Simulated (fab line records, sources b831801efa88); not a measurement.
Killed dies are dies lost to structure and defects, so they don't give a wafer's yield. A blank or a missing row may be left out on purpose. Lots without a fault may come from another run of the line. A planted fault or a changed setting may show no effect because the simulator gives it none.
Chamber matching | flow gf180mcu | GF_CONTACT_CMP_27 on cmp-02: 4 sister chambers
The step polishes, stops on SiO2, t overpolish 15 s, target thk 0 nm. 7 wafers are shown with their chamber, then 8 later ones without.

WAFERS WITH THEIR CHAMBER
wafer  | chamber | time_to_endpoint_s (s) | motor_current_A (A)
L876.4 | 2       | 74                     | 10.5
L879.3 | 0       | 70                     | 10.1
L879.6 | 3       | 77                     | 10.9
L882.1 | 1       | 78                     | 11.4
L882.2 | 3       | 80                     | 11.7
L882.3 | 2       | 76                     | 10.4
L883.3 | 1       | 80                     | 10.8

WAFERS WITHOUT THEIR CHAMBER
wafer  | time_to_endpoint_s (s) | motor_current_A (A)
L883.4 | 78                     | 11.7
L883.5 | 78                     | 11.8
L885.1 | 75                     | 11.4
L885.4 | 74                     | 10.9
L885.6 | 68                     | 10.0
L887.1 | 72                     | 10.1
L887.2 | 72                     | 10.2
L887.3 | 69                     | 10.7

WHICH CHAMBER EACH WENT THROUGH
wafer  | from the rows above               | in truth
L883.4 | can't be placed: 3 or 1           | 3
L883.5 | can't be placed: 3 or 1           | 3
L885.1 | can't be placed: 3 or 2 or 1      | 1
L885.4 | can't be placed: 2 or 3 or 1 or 0 | 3
L885.6 | 0                                 | 0
L887.1 | can't be placed: 0 or 2           | 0
L887.2 | can't be placed: 0 or 2           | 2
L887.3 | 0                                 | 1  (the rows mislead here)
Placed correctly: 1 of 8. Can't be placed from these rows: 6 (the true chamber is among the candidates in 6). Placed wrongly: 1.
How it was worked out, from the rows above alone: a wafer's distance from a chamber is the root of the sum, over the readings, of the square of ((its reading less the chamber's mean) divided by the reading's scatter). The wafer belongs to the nearest chamber; if the next one is less than 2 further off, it can't be placed. A chamber's mean is the mean of its shown wafers. The scatter: the root of (the sum of the squares of (reading less its chamber's mean) over the shown wafers, divided by (wafers less chambers)).
